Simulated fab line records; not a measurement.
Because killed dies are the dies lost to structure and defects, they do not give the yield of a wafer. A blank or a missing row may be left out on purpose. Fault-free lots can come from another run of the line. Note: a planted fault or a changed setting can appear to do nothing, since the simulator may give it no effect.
Split-lot trial | flow gf180mcu | 23 wafers read from 5 lots, route of 602 steps

ON THE SPLIT
At GF_STI_OXIDATION_01 (stabilise 600 s, purge 300 s, target thk 10 nm), the setting oxTimeS was moved away from the recipe's 1418 s on 15 of the 23 wafers read, by -13.3% to -4.6%. The other wafers ran this setting at the recipe's value.

The reading is taken at the split's own step.

THE READING
SiO2_of_STI_OXIDATION_01.thkNm (the simulator's own value, which no gauge read), in nm, at GF_STI_OXIDATION_01 (stabilise 600 s, purge 300 s, target thk 10 nm). No usual value for it is given in the file. Here, 8 wafers ran the recipe; their average is 10.111 nm with a standard deviation of 0.11 nm.

wafer  | tool, chamber at the split | oxTimeS as run, s | against the recipe | SiO2_of_STI_OXIDATION_01.thkNm, nm | against lot-mates on the recipe
L075.1 | -, -                       | 1230              | -13.3%             | 9.256                              | no lot-mate on the recipe
L075.2 | -, -                       | 1230              | -13.3%             | 9.197                              | no lot-mate on the recipe
L075.4 | -, -                       | 1230              | -13.3%             | 9.001                              | no lot-mate on the recipe
L075.5 | -, -                       | 1230              | -13.3%             | 9.283                              | no lot-mate on the recipe
L075.6 | -, -                       | 1230              | -13.3%             | 9.236                              | no lot-mate on the recipe
L077.1 | -, -                       | 1329              | -6.3%              | 9.425                              | no lot-mate on the recipe
L077.2 | -, -                       | 1329              | -6.3%              | 9.514                              | no lot-mate on the recipe
L077.3 | -, -                       | 1329              | -6.3%              | 9.352                              | no lot-mate on the recipe
L077.4 | -, -                       | 1329              | -6.3%              | 9.487                              | no lot-mate on the recipe
L077.6 | -, -                       | 1329              | -6.3%              | 9.482                              | no lot-mate on the recipe
L078.2 | furnace-02, 0              | 1418              | recipe             | 10                                 | -
L078.4 | furnace-02, 0              | 1418              | recipe             | 10.07                              | -
L078.6 | furnace-02, 0              | 1418              | recipe             | 9.984                              | -
L081.2 | -, -                       | 1353              | -4.6%              | 9.719                              | no lot-mate on the recipe
L081.3 | -, -                       | 1353              | -4.6%              | 9.721                              | no lot-mate on the recipe
L081.4 | -, -                       | 1353              | -4.6%              | 9.802                              | no lot-mate on the recipe
L081.5 | -, -                       | 1353              | -4.6%              | 9.695                              | no lot-mate on the recipe
L081.6 | -, -                       | 1353              | -4.6%              | 9.592                              | no lot-mate on the recipe
L082.1 | -, -                       | 1418              | recipe             | 10.28                              | -
L082.2 | -, -                       | 1418              | recipe             | 10.01                              | -
L082.3 | -, -                       | 1418              | recipe             | 10.12                              | -
L082.5 | -, -                       | 1418              | recipe             | 10.17                              | -
L082.6 | -, -                       | 1418              | recipe             | 10.25                              | -

FIT RESULTS
A straight line over all 23 wafers: SiO2_of_STI_OXIDATION_01.thkNm changes by +0.0707 nm for each +1% of oxTimeS; r = +0.94; the points scatter about the line by 0.13 nm.
Too few moved wafers have a lot-mate on the recipe to fit a line with each lot's own level taken away.

FILE'S OWN FIT
SiO2_of_STI_OXIDATION_01.thkNm changes by +0.0708 nm for each +1% of oxTimeS, r = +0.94.
